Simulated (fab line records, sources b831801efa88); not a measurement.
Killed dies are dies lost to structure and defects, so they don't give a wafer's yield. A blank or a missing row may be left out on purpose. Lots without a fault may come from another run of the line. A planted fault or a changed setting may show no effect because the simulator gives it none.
Which tool did it? | flow gf180mcu | 24 lots, 72 wafers sampled, at 4 steps of a route of 602

WHAT THE GAUGES READ, wafer by wafer
GF_V4_THK_MEAS_01. Usual: V4_CVD_00_THK 601 nm, standard deviation 8.2.
lot  | measured     | on            | V4_CVD_00_THK (nm) | flag
L074 | day 23 14:26 | film_metro-03 | 602 599 610        |
L075 | day 23 20:20 | film_metro-02 | 584 599 591        |
L076 | day 24 13:46 | film_metro-02 | 599 596 593        |
L077 | day 24 20:09 | film_metro-02 | 607 591 602        |
L078 | day 25 01:25 | film_metro-04 | 583 584 580        |
L079 | day 25 07:05 | film_metro-04 | 604 597 616        |
L080 | day 25 21:44 | film_metro-02 | 597 594 602        |
L081 | day 26 00:58 | film_metro-03 | 609 590 594        |
L082 | day 26 15:05 | film_metro-03 | 600 595 611        |
L083 | day 26 19:29 | film_metro-04 | 605 595 601        |
L084 | day 27 01:25 | film_metro-02 | 591 587 602        |
L085 | day 27 12:31 | film_metro-03 | 599 601 599        |
L086 | day 27 18:59 | film_metro-04 | 598 600 587        |
L087 | day 28 00:44 | film_metro-03 | 611 613 598        |
L088 | day 28 12:25 | film_metro-04 | 598 608 606        |
L089 | day 28 12:38 | film_metro-04 | 603 605 597        |
L090 | day 28 19:13 | film_metro-03 | 601 593 613        |
L091 | day 29 01:47 | film_metro-03 | 590 617 592        |
L092 | day 29 08:58 | film_metro-03 | 600 600 597        |
L093 | day 29 17:19 | film_metro-03 | 597 603 604        |
L094 | day 29 23:29 | film_metro-03 | 597 599 600        |
L095 | day 30 09:59 | film_metro-04 | 594 608 593        |
L096 | day 30 10:38 | film_metro-04 | 602 611 604        |
L097 | day 30 15:16 | film_metro-04 | 605 608 613        |

GF_V5_THK_MEAS_03. Usual: V5_CVD_02_THK 1447 nm, standard deviation 21.
lot  | measured     | on            | V5_CVD_02_THK (nm) | flag
L074 | day 26 11:25 | film_metro-03 | 1430 1452 1458     |
L075 | day 26 16:34 | film_metro-01 | 1423 1401 1432     |
L076 | day 27 11:17 | film_metro-01 | 1453 1440 1488     |
L077 | day 27 14:23 | film_metro-01 | 1433 1433 1445     |
L078 | day 27 19:47 | film_metro-01 | 1451 1436 1450     |
L079 | day 28 00:38 | film_metro-01 | 1446 1445 1417     |
L080 | day 28 14:35 | film_metro-01 | 1434 1428 1451     |
L081 | day 28 17:53 | film_metro-03 | 1428 1454 1448     |
L082 | day 29 05:29 | film_metro-03 | 1434 1504 1456     |
L083 | day 29 11:16 | film_metro-01 | 1454 1471 1442     |
L084 | day 29 16:29 | film_metro-01 | 1413 1446 1460     |
L085 | day 30 01:38 | film_metro-03 | 1409 1438 1430     |
L086 | day 30 08:04 | film_metro-02 | 1453 1453 1481     |
L087 | day 30 14:32 | film_metro-01 | 1451 1432 1463     |
L088 | day 30 23:28 | film_metro-01 | 1431 1439 1447     |
L089 | day 31 00:04 | film_metro-01 | 1457 1434 1400     |
L090 | day 31 06:52 | film_metro-03 | 1421 1435 1457     |
L091 | day 31 12:59 | film_metro-03 | 1426 1484 1453     |
L092 | day 31 18:44 | film_metro-02 | 1461 1432 1485     |
L093 | day 32 08:59 | film_metro-01 | 1438 1454 1486     |
L094 | day 32 08:18 | film_metro-02 | 1423 1460 1462     |
L095 | day 32 17:47 | film_metro-02 | 1428 1434 1455     |
L096 | day 32 18:30 | film_metro-02 | 1449 1478 1456     |
L097 | day 32 23:16 | film_metro-03 | 1444 1494 1450     |

WHICH TOOL RAN EACH LOT (tool, then ch and the chambers of the sampled wafers, then the start)
lot  | GF_M4_METAL_ETCH_16               | GF_MIM_SPUTTER_04
L074 | rie_metal-01 ch 0, day 23 13:40   | pvd_sputter-01, day 24 16:07
L075 | rie_metal-01 ch 0,1, day 23 19:35 | pvd_sputter-03, day 24 20:35
L076 | rie_metal-01 ch 0,1, day 24 13:01 | pvd_sputter-02, day 25 17:00
L077 | rie_metal-03 ch 0,1, day 24 19:25 | pvd_sputter-03, day 25 19:44
L078 | rie_metal-03 ch 0, day 25 00:41   | pvd_sputter-02, day 26 01:16
L079 | rie_metal-01 ch 0,1, day 25 06:20 | pvd_sputter-03, day 26 06:29
L080 | rie_metal-02 ch 0,1, day 25 20:59 | pvd_sputter-02, day 26 21:17
L081 | rie_metal-01 ch 0,1, day 26 00:11 | pvd_sputter-02, day 27 00:14
L082 | rie_metal-02 ch 0,1, day 26 14:23 | pvd_sputter-01, day 27 13:09
L083 | rie_metal-01 ch 0,1, day 26 18:42 | pvd_sputter-01, day 27 18:25
L084 | rie_metal-03 ch 0,1, day 27 00:41 | pvd_sputter-03, day 27 23:57
L085 | rie_metal-03 ch 0,1, day 27 11:41 | pvd_sputter-03, day 28 10:17
L086 | rie_metal-01 ch 0,1, day 27 18:15 | pvd_sputter-01, day 28 16:39
L087 | rie_metal-03 ch 0,1, day 28 00:00 | pvd_sputter-01, day 28 22:58
L088 | rie_metal-01 ch 0,1, day 28 11:41 | pvd_sputter-01, day 29 09:14
L089 | rie_metal-02 ch 0,1, day 28 11:54 | pvd_sputter-03, day 29 10:26
L090 | rie_metal-01 ch 0,1, day 28 18:29 | pvd_sputter-02, day 29 16:04
L091 | rie_metal-03 ch 0,1, day 29 01:02 | pvd_sputter-01, day 29 22:58
L092 | rie_metal-03 ch 0, day 29 08:14   | pvd_sputter-02, day 30 05:56
L093 | rie_metal-03 ch 0,1, day 29 16:34 | pvd_sputter-03, day 30 21:08
L094 | rie_metal-01 ch 0,1, day 29 22:44 | pvd_sputter-03, day 30 20:08
L095 | rie_metal-03 ch 0,1, day 30 09:14 | pvd_sputter-01, day 31 06:05
L096 | rie_metal-01 ch 0,1, day 30 09:56 | pvd_sputter-02, day 31 06:53
L097 | rie_metal-02 ch 1, day 30 14:15   | pvd_sputter-03, day 31 11:37
- GF_M4_METAL_ETCH_16: etches the open film in Cl2/BCl3, stops on SiO2, target depth 750.8 nm, time 125.1 s.
- GF_MIM_SPUTTER_04: material TiN, target thk 50 nm, time 41.7 s.

WHAT THE TOOLS THEMSELVES READ (means of the sampled wafers that have a number; where no wafer has one, the mark that the record gives instead)
GF_M4_METAL_ETCH_16. Usual: bcl3_flow_sccm 40.02 sccm, standard deviation 0.12; chamber_pressure_mTorr 8.000 mTorr, standard deviation 0.0083; drypump_motor_current_A 5.91 A, standard deviation 0.26; oes_product_au 0.991 a.u., standard deviation 0.0059; throttle_valve_pct 28.228 %, standard deviation 0.0099.
lot  | tool         | bcl3_flow_sccm (sccm) | chamber_pressure_mTorr (mTorr) | drypump_motor_current_A (A) | oes_product_au (a.u.) | throttle_valve_pct (%) | flag
L074 | rie_metal-01 | 39.84                 | 8.004                          | 6.08                        | 0.979                 | 28.237                 |
L075 | rie_metal-01 | 40.00                 | 7.993                          | 5.68                        | 0.987                 | 28.235                 |
L076 | rie_metal-01 | 40.15                 | 8.002                          | 5.69                        | 0.989                 | 28.222                 |
L077 | rie_metal-03 | 40.14                 | 8.001                          | 6.07                        | 0.992                 | 28.232                 |
L078 | rie_metal-03 | 40.07                 | 8.004                          | 6.16                        | 0.995                 | 28.218                 |
L079 | rie_metal-01 | 40.01                 | 8.003                          | 5.88                        | 0.989                 | 28.233                 |
L080 | rie_metal-02 | 40.05                 | 8.006                          | 5.95                        | 0.992                 | 28.238                 |
L081 | rie_metal-01 | 40.04                 | 7.990                          | 5.65                        | 0.992                 | 28.227                 |
L082 | rie_metal-02 | 40.09                 | 8.007                          | 6.04                        | 0.992                 | 28.234                 |
L083 | rie_metal-01 | 40.15                 | 7.998                          | 5.88                        | 0.988                 | 28.225                 |
L084 | rie_metal-03 | 40.05                 | 8.004                          | 6.00                        | 0.996                 | 28.223                 |
L085 | rie_metal-03 | 40.06                 | 7.995                          | 5.97                        | 0.993                 | 28.220                 |
L086 | rie_metal-01 | 40.10                 | 8.006                          | 5.66                        | 0.987                 | 28.236                 |
L087 | rie_metal-03 | 39.99                 | 7.999                          | 5.99                        | 0.994                 | 28.221                 |
L088 | rie_metal-01 | 39.98                 | 8.000                          | 5.66                        | 0.986                 | 28.230                 |
L089 | rie_metal-02 | 40.02                 | 7.997                          | 6.06                        | 0.987                 | 28.235                 |
L090 | rie_metal-01 | 39.90                 | 8.003                          | 5.66                        | 0.990                 | 28.225                 |
L091 | rie_metal-03 | 39.91                 | 7.998                          | 6.04                        | 0.995                 | 28.223                 |
L092 | rie_metal-03 | 39.73                 | 7.997                          | 6.15                        | 0.993                 | 28.219                 |
L093 | rie_metal-03 | 40.11                 | 8.001                          | 5.92                        | 0.995                 | 28.217                 |
L094 | rie_metal-01 | 39.92                 | 8.006                          | 5.88                        | 0.992                 | 28.230                 |
L095 | rie_metal-03 | 39.97                 | 7.994                          | 5.98                        | 0.987                 | 28.232                 |
L096 | rie_metal-01 | 40.03                 | 7.991                          | 5.66                        | 0.990                 | 28.236                 |
L097 | rie_metal-02 | 39.96                 | 7.998                          | 6.16                        | 0.992                 | 28.224                 |

GF_MIM_SPUTTER_04. Usual: chamber_pressure_pa 0.4000 Pa, standard deviation 0.00079; throttle_valve_pct 29.9 %, standard deviation 1.6.
lot  | tool           | chamber_pressure_pa (Pa) | throttle_valve_pct (%) | flag
L074 | pvd_sputter-01 | 0.4007                   | 28.1                   |
L075 | pvd_sputter-03 | 0.4003                   | 30.4                   |
L076 | pvd_sputter-02 | 0.3998                   | 30.6                   |
L077 | pvd_sputter-03 | 0.3994                   | 30.3                   |
L078 | pvd_sputter-02 | 0.3996                   | 30.4                   |
L079 | pvd_sputter-03 | 0.3990                   | 31.4                   |
L080 | pvd_sputter-02 | 0.4005                   | 30.3                   |
L081 | pvd_sputter-02 | 0.3997                   | 30.2                   |
L082 | pvd_sputter-01 | 0.3999                   | 28.2                   |
L083 | pvd_sputter-01 | 0.4000                   | 28.0                   |
L084 | pvd_sputter-03 | 0.4001                   | 30.5                   |
L085 | pvd_sputter-03 | 0.4006                   | 31.4                   |
L086 | pvd_sputter-01 | 0.3998                   | 27.7                   |
L087 | pvd_sputter-01 | 0.4003                   | 27.9                   |
L088 | pvd_sputter-01 | 0.3998                   | 27.9                   |
L089 | pvd_sputter-03 | 0.4005                   | 31.2                   |
L090 | pvd_sputter-02 | 0.4001                   | 30.2                   |
L091 | pvd_sputter-01 | 0.4005                   | 28.4                   |
L092 | pvd_sputter-02 | 0.4004                   | 31.2                   |
L093 | pvd_sputter-03 | 0.4003                   | 31.3                   |
L094 | pvd_sputter-03 | 0.3999                   | 31.1                   |
L095 | pvd_sputter-01 | 0.3996                   | 28.4                   |
L096 | pvd_sputter-02 | 0.4006                   | 30.4                   |
L097 | pvd_sputter-03 | 0.4003                   | 30.5                   |

THE ANSWER, worked out from the rows above alone
Rule: a lot is off if the mean of its wafers that have a number lies more than 3 standard deviations from the usual mean. A lot without any number at a reading at which 4 lots or more have one is off too. The other lots that the step has rows for count as sound. The gauges are gone through in route order, then the tools' own readings, and for those a lot's mean is taken as printed above. The first step at which some lot is off is used, and at that step the reading that is off furthest; a lot without a number counts as furthest.
No lot is off at any reading shown: from this, nothing can be told.

WHAT THE SIMULATOR HAD PUT IN
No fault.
